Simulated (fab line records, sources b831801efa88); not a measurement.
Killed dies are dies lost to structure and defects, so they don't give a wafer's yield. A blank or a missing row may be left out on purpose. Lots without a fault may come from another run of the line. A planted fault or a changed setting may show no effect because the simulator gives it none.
A struck lot beside a sound one | flow sky130 | 19 steps out of a route of 708
Sound: wafers L421.1, L421.2, L421.3. Struck: wafers L430.1, L430.4. (L430.3 of the same lot was not struck and is left out.) The cause comes at the end.
At each step with rows: each side's tool, then ch and its chambers, then its first start. Under that, the readings that differ: sound wafers | struck wafers | difference of the means | sigmas: that difference in standard deviations of wafers without a fault.
alike: readings whose means differ by less than 2 such deviations, and words and numbers that are the same on both sides. not compared: withheld readings, readings that some wafer has no value for, bounds like >300 that may hide the same value, and numbers for which the record gives no deviation and whose values overlap.
The two part at a step that has a row with sigmas, a row that says differs or no value, or rows on one side only. Numbers that don't overlap but have no deviation are shown without sigmas and don't part them. A reading that every wafer of one side lacks parts them only if that side has two wafers or more.

SKY_METAL4_STRIP_19: strips in O2/N2.
  sound on plasma_asher-01 ch 0,1, day 44 10:15; struck on plasma_asher-03 ch 0, day 46 00:14
  alike: drypump_motor_current_A, oes_product_au, strip_time_to_endpoint_s
  not compared: rf_hours_counter_h
then, 4 steps without rows for these wafers: SKY_METAL4_STRIP_20 (strips in post etch residue remover, time 1200 s); SKY_METAL4_CLEAN_21 (cleans in IPA, time 180 s); SKY_METAL4_CLEAN_22 (cleans in O3/DIW); SKY_VIA4_HDPCVD_00 (deposits SiO2, target thk 1750 nm, time 291.7 s).
SKY_VIA4_THK_MEAS_01:
  sound on film_metro-04, day 44 11:01; struck on film_metro-02, day 46 01:02
  alike: VIA4_HDPCVD_THK
SKY_VIA4_CMP_02: polishes SiO2.
  sound on cmp-01 ch 0,1,2, day 44 11:05; struck on cmp-01 ch 2,3, day 46 01:09
  alike: motor_current_A
SKY_VIA4_BOW_MEAS_03:
  sound on film_metro-01, day 44 11:23; struck on film_metro-02, day 46 01:24
  alike: VIA4_BOW
then, 4 steps without rows for these wafers: SKY_VIA4_DEHYDRATE_04 (time 60 s); SKY_VIA4_HMDS_05 (prime time 60 s); SKY_VIA4_COAT_06 (resist thk 1140 nm); SKY_VIA4_SOFTBAKE_07 (time 60 s).
SKY_VIA4_EXPOSE_08: exposes mask VIM4, target cd 800 nm.
  sound on iline_stepper-02 ch 0, day 44 21:12; struck on iline_stepper-01 ch 0, day 46 11:48
  alike: mask, exposure_dose_mJ_cm2
then, 2 steps without rows for these wafers: SKY_VIA4_PEB_09; SKY_VIA4_DEVELOP_10 (develop time 60 s).
SKY_VIA4_OVL_MEAS_11:
  sound on overlay-01, day 45 08:54; struck on overlay-01, day 46 21:19
  alike: VIA4_OVL
SKY_VIA4_ETCH_12: etches SiO2 in C4F8/O2/Ar, stops on TiN, target depth 580 nm.
  sound on rie_diel-03 ch 0,2,3, day 45 08:56; struck on rie_diel-03 ch 0,3, day 46 21:22
  reading               | sound             | struck    | difference | sigmas
  model.VIA4.cd_nm (nm) | 799.1 797.5 798.5 | 812.8 812 | +14.0      |
  alike: oes_product_au
SKY_VIA4_STRIP_13: strips in O2/N2.
  sound on plasma_asher-03 ch 0,1, day 45 09:01; struck on plasma_asher-04 ch 1, day 46 21:26
  alike: drypump_motor_current_A, oes_product_au, strip_time_to_endpoint_s
  not compared: rf_hours_counter_h
-- the record jumps here: 3 days lie between the struck wafers' starts before and after (it left off in module VIA4 and takes up again in module PAD_OPEN, whose first step shown is number 708 of the route) --
SKY_PAD_OPEN_PROBE_99:
  sound on prober-02, day 48 01:52; struck on prober-02, day 49 10:00
  alike: defect_limited_yield, killed_at_M0_to_M3, killed_at_M4_up, killed_at_contacts, killed_at_front_end, killed_at_other, killed_dies, killed_open, killed_short, sort_bin_3_pad_short, sort_bin_5_function, sort_bin_6_memory, sort_n_pass, sort_yield_pct

WHERE THEY PART
Nowhere in this record.

WHY: what the simulator had put in
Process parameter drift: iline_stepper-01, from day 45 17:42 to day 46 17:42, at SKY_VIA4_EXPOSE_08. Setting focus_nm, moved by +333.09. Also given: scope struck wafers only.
